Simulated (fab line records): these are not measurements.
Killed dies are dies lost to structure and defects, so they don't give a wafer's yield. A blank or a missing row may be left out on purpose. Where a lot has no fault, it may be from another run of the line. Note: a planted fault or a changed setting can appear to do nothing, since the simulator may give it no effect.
Check for tools in common    flow sky130    12 lots, 36 wafers sampled

== REASON FOR OPENING ==
Of 12 lots, 3 have the reading VIA1_HDPCVD_THK flagged at SKY_VIA1_THK_MEAS_01. Fault-free wafers read 1032 nm, with a standard deviation of 11.
Rule: a lot is flagged when every wafer of it that has a number lies more than 4 standard deviations from that mean, or none has a number. The other lots count as sound.

lot   measured      on             VIA1_HDPCVD_THK (nm), wafer by wafer  flag
L677  day 32 15:07  film-metro-04  1047 1045 1037                        
L678  day 33 01:34  film-metro-03  1052 1040 1047                        
L679  day 33 12:25  film-metro-01  1005 1026 1035                        
L680  day 33 12:46  film-metro-04  1037 1039 1028                        
L681  day 33 21:38  film-metro-03  1014 1027 1026                        
L685  day 35 01:43  film-metro-01  1038 1029 1039                        
L686  day 35 19:10  film-metro-04  1039 1023 1031                        
L692  day 38 20:40  film-metro-01  842 835 838                           FLAGGED
L695  day 39 03:37  film-metro-01  1030 1026 1023                        
L696  day 39 05:51  film-metro-01  824 828 840                           FLAGGED
L694  day 39 07:00  film-metro-04  835 833 847                           FLAGGED
L697  day 39 09:00  film-metro-01  1027 1026 1025                        
Average over the flagged lots: 836 nm; offset from the usual -196 nm, equal to -18 standard deviations.

== WHICH TOOL EACH LOT WENT THROUGH ==
2 process steps preceding the reading are held in the record, out of 708 steps in the route. Every cell lists first the tool, next ch and the chambers used by the sampled wafers, and last the start.
lot   flag     SKY_METAL1_DESCUM_17               SKY_VIA1_HDPCVD_00
L677           rie-metal-02 ch 0, day 32 14:01    hdpcvd-02 ch 0,1,2, day 32 15:01
L678           rie-metal-01 ch 0, day 33 00:26    hdpcvd-02 ch 1,2, day 33 01:24
L679           rie-metal-02 ch 0,1, day 33 11:31  hdpcvd-01 ch 0,1, day 33 12:18
L680           rie-metal-03 ch 1, day 33 11:52    hdpcvd-02 ch 0,1, day 33 12:39
L681           rie-metal-02 ch 0,1, day 33 20:44  hdpcvd-01 ch 1,2, day 33 21:30
L685           rie-metal-03 ch 0,1, day 35 00:50  hdpcvd-01 ch 0,1, day 35 01:35
L686           rie-metal-02 ch 0, day 35 18:02    hdpcvd-01 ch 0,1,2, day 35 19:04
L692  FLAGGED  rie-metal-03 ch 1, day 38 19:46    hdpcvd-02 ch 0,1,2, day 38 20:33
L695           rie-metal-03 ch 0, day 39 02:40    hdpcvd-01 ch 0,2, day 39 03:29
L696  FLAGGED  rie-metal-03 ch 0,1, day 39 04:52  hdpcvd-02 ch 0,1,2, day 39 05:44
L694  FLAGGED  rie-metal-01 ch 0, day 39 05:52    hdpcvd-02 ch 0,1,2, day 39 06:53
L697           rie-metal-02 ch 1, day 39 08:05    hdpcvd-01 ch 0,1,2, day 39 08:52
What the steps here do:
- SKY_METAL1_DESCUM_17: chemistry O2, time 8 s.
- SKY_VIA1_HDPCVD_00: deposits SiO2, target thk 1030 nm, time 171.7 s.
- SKY_VIA1_THK_MEAS_01

== FLAGGED AGAINST TOTAL, ONE TOOL AT A TIME (gauges that did the reading follow at the end) ==
step                  tool           lots run  flagged  share of the flagged lots  sound lots run after its first flagged lot
SKY_METAL1_DESCUM_17  rie-metal-01   2         1        some                       0
SKY_METAL1_DESCUM_17  rie-metal-02   5         0        none                       -
SKY_METAL1_DESCUM_17  rie-metal-03   5         2        some                       1 (L695)
SKY_VIA1_HDPCVD_00    hdpcvd-01      6         0        none                       -
SKY_VIA1_HDPCVD_00    hdpcvd-02      6         3        all                        0
SKY_VIA1_THK_MEAS_01  film-metro-01  6         2        some                       2 (L695,L697)
SKY_VIA1_THK_MEAS_01  film-metro-03  2         0        none                       -
SKY_VIA1_THK_MEAS_01  film-metro-04  4         1        some                       0

== WHAT IS ALLOWED BY THE TABLE ==
In the table, 1 row covers all flagged lots: hdpcvd-02 at SKY_VIA1_HDPCVD_00.
- hdpcvd-02 at SKY_VIA1_HDPCVD_00 ran 6 lots, 3 of them flagged. Its last sound lot is L680 (day 33 12:39), its first flagged lot L692 (day 38 20:33): a fault that began between those two fits. Its own readings lie more than 4 standard deviations out on every wafer of the flagged lots: sih4-flow-sccm.
Left over: one tool, hdpcvd-02 at SKY_VIA1_HDPCVD_00.

== WHAT WAS PUT IN BY THE SIMULATOR ==
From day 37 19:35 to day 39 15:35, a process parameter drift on hdpcvd-02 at SKY_VIA1_HDPCVD_00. Setting sih4-flow-sccm shifted by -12 from 60. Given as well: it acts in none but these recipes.
Lots struck among those shown: L692, L696, L694. The rule above found the same.
